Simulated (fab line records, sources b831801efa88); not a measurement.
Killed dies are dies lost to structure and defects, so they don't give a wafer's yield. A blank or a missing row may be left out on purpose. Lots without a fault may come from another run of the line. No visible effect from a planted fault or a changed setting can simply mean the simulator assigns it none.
A struck lot beside a sound one || flow sky130 || 15 out of 708 route steps
Sound: these wafers, L498.3, L498.4, L498.6. Wafers struck: L492.1, L492.2, L492.3. The cause is given at the end.
Each step with rows lists, per side, the tool, then ch with its chambers, then its first start. Under that, the readings that differ: sound wafers || struck wafers || difference of the means || sigmas: that difference in standard deviations of wafers without a fault.
alike: readings whose means differ by less than 2 such deviations, and words and numbers that are the same on both sides. not compared: withheld readings, readings that some wafer has no value for, bounds like >300 that may hide the same value, and numbers for which the record gives no deviation and whose values overlap.
A row with sigmas, a row that says differs or no value, or rows on one side alone: a step with any of these is where the two part. Numbers that have no deviation but don't overlap get no sigmas and don't part them. Lack of a reading on every wafer of one side parts them only where that side has two or more wafers.

SKY_VT_ADJUST_PCH_TW_MEAS_10:
  struck on filmMetro-01, day 14 13:51; sound on filmMetro-02, day 16 17:40
  alike: VT_ADJUST_PCH_TW
then, 7 steps without rows for these wafers: SKY_SONOS_TUNNEL_DEHYDRATE_00 (time 60 s); SKY_SONOS_TUNNEL_HMDS_01 (prime time 60 s); SKY_SONOS_TUNNEL_COAT_02 (resist thk 1140 nm); SKY_SONOS_TUNNEL_SOFTBAKE_03 (time 60 s); SKY_SONOS_TUNNEL_EXPOSE_04 (exposes mask TUNM, target cd 410 nm); SKY_SONOS_TUNNEL_PEB_05; SKY_SONOS_TUNNEL_DEVELOP_06 (develop time 60 s).
SKY_SONOS_TUNNEL_CD_MEAS_07: target cd 410 nm.
  struck on cdSem-01, day 15 17:13; sound on cdSem-02, day 17 22:42
{"reading": "cdNm (nm)", "sound": "411.4 414.1 412.1", "struck": "406.3 405.2 406.1", "difference": -6.7, "sigmas": -3}
SKY_SONOS_TUNNEL_OVL_MEAS_08:
  struck on overlay-01, day 15 17:20; sound on overlay-02, day 17 22:47
  alike: SONOS_TUNNEL_OVL
then, 2 steps without rows for these wafers: SKY_SONOS_TUNNEL_IMPLANT_09; SKY_SONOS_TUNNEL_WET_ETCH_10 (etches SiO2 in dHF, target depth 14 nm, time 280 s).
SKY_SONOS_TUNNEL_STRIP_11: strips in SPM, time 600 s.
  sound on wetBench-01 ch 1, day 17 23:04; struck on wetBench-03 ch 3, day 15 17:37
  no value came back on the struck wafers for bathGuardTempC (C), bathHeatDutyPct (%); on the sound wafers bathGuardTempC (C) reads 130.1 130.2 129.9
{"reading": "model.NOVOLAK_of_SONOS_TUNNEL_COAT_02.thkNm (nm)", "sound": "0 0 0", "struck": "1139 1145 1138", "difference": "+1141", "sigmas": ""}
SKY_SONOS_TUNNEL_TW_MEAS_12:
  struck on filmMetro-01, day 15 17:48; sound on filmMetro-02, day 17 23:15
  alike: SONOS_TUNNEL_TW
-- the record jumps here: 33 days lie between the struck wafers' starts before and after (it left off in module SONOS_TUNNEL and takes up again in module PAD_OPEN, whose first step shown is number 708 of the route) --
SKY_PAD_OPEN_PROBE_99:
  record: rows for the struck wafers here (prober-01, day 49 00:22), none for the sound ones

## WHERE THEY PART
Last at SKY_PAD_OPEN_PROBE_99 as far as this record goes, first at SKY_SONOS_TUNNEL_CD_MEAS_07.

WHY: the cause the simulator had injected
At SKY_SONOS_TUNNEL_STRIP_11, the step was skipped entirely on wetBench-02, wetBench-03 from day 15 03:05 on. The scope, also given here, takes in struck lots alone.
